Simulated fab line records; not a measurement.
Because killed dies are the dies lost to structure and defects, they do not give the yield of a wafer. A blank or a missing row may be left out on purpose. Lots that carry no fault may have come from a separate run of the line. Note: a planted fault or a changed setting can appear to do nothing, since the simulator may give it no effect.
Problem report, 8D (eight disciplines) form, completed by code || flow sky130 || the parts of the form that need people (team, actions taken, sign-off) are left out

== 1. THE ISSUE ==
Wafers free of any fault read 375 (standard deviation 3.5) for PWDE_TW at SKY_PWDE_TW_MEAS_10, against a mean of 437 on 6 wafers of 2 lots. That is +18 standard deviations from the usual mean.
Earliest sighting: wafer L904.2 on film metro-02 at day 7 07:00. Wafers with a number at this step in the record: 36, from 12 lots. Rule for "out", or "out of limits": more than 4 standard deviations from the usual mean. Any other wafer with a number is counted as sound.

== 2. WHAT IT IS, AND WHAT IT ISN'T ==
{"question": "which readings at this step", "is": "PWDE_TW", "is not": "-"}
{"question": "which lots", "is": "L904, L905", "is not": "L889, L890, L891, L892, L893, L895, L896, L897, L911, L912"}
{"question": "which wafers of those lots", "is": "all that have a number", "is not": "-"}
{"question": "read on which gauges", "is": "film metro-02, film metro-04", "is not": "-"}
{"question": "when", "is": "from day 7 07:00", "is not": "up to then (24 sound wafers); but 6 sound wafers of L911, L912 came after"}

== 3. THE SUSPECTS, EACH WITH WHAT RULES IT OUT ==
Counting: a tool stays on the suspect list if, at a process step up to the reading, it processed all lots that are out and no sound lot following the first of them.
- ruled out: the gauge at SKY_PWDE_TW_MEAS_10. Those wafers that are out were read across 2 gauges (film metro-02, film metro-04).
- implanter-03 at SKY_PWDE_IMPLANT_08: kept. It ran every lot that is out, first L904 (day 7 06:44), and no sound lot after that; its last sound lot up to then is L895 (day 5 06:34). Its own dose ions cm2, faraday current uA readings are out on those wafers.
Left after counting: implanter-03 at SKY_PWDE_IMPLANT_08.

== 4. THE CAUSE (what the simulator had put in) ==
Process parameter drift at SKY_PWDE_IMPLANT_08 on implanter-03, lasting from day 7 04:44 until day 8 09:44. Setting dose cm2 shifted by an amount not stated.
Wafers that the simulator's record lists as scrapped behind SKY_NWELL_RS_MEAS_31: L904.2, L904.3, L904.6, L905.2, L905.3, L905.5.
The count eliminated every tool but this one.

== 5. THE CHAIN OF EFFECTS, in route order ==
Each row: a reading whose mean over the struck wafers that have a number lies more than 3 standard deviations from the usual. Scope: only readings with a usual standard deviation given in the record; hours: median across lots of the time from each lot's start at the first step in this table that gives one to its start at this step; sigmas: change in usual standard deviations.
{"hours": 0, "step": "SKY_PWDE_IMPLANT_08", "reading": "dose ions cm2", "usual": 3.6e+12, "on struck wafers": 5.9e+12, "change": "+2.3e+12", "sigmas": "+99 or more"}
{"hours": 0, "step": "SKY_PWDE_IMPLANT_08", "reading": "faraday current uA", "usual": 20.3, "on struck wafers": 33.4, "change": "+13.1", "sigmas": "+32"}
{"hours": 0, "step": "SKY_PWDE_TW_MEAS_10", "reading": "PWDE_TW", "usual": 375, "on struck wafers": 437, "change": "+62", "sigmas": "+18"}
{"hours": 43, "step": "SKY_NWELL_RS_MEAS_31", "reading": "PWDE_RS", "usual": "5270 ohm/sq", "on struck wafers": 3613, "change": -1657, "sigmas": -92}
Process steps it contains:
- SKY_PWDE_IMPLANT_08

== 6. HOW IT WOULD HAVE BEEN CAUGHT EARLIER ==
Counted from the fault's start at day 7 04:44, it took 2 hours until the first out-of-limits reading at a measuring or inspecting step in this record, taken at day 7 07:00.
Tool's own readings at SKY_PWDE_IMPLANT_08, dose ions cm2, faraday current uA: out on all struck wafers the step has rows for; an alarm limit on them would have tripped on the first.
Lots out: 2; of these, L905 started SKY_PWDE_IMPLANT_08 on implanter-03 after day 7 07:00. It would have been spared by a hold on the tool at that moment.
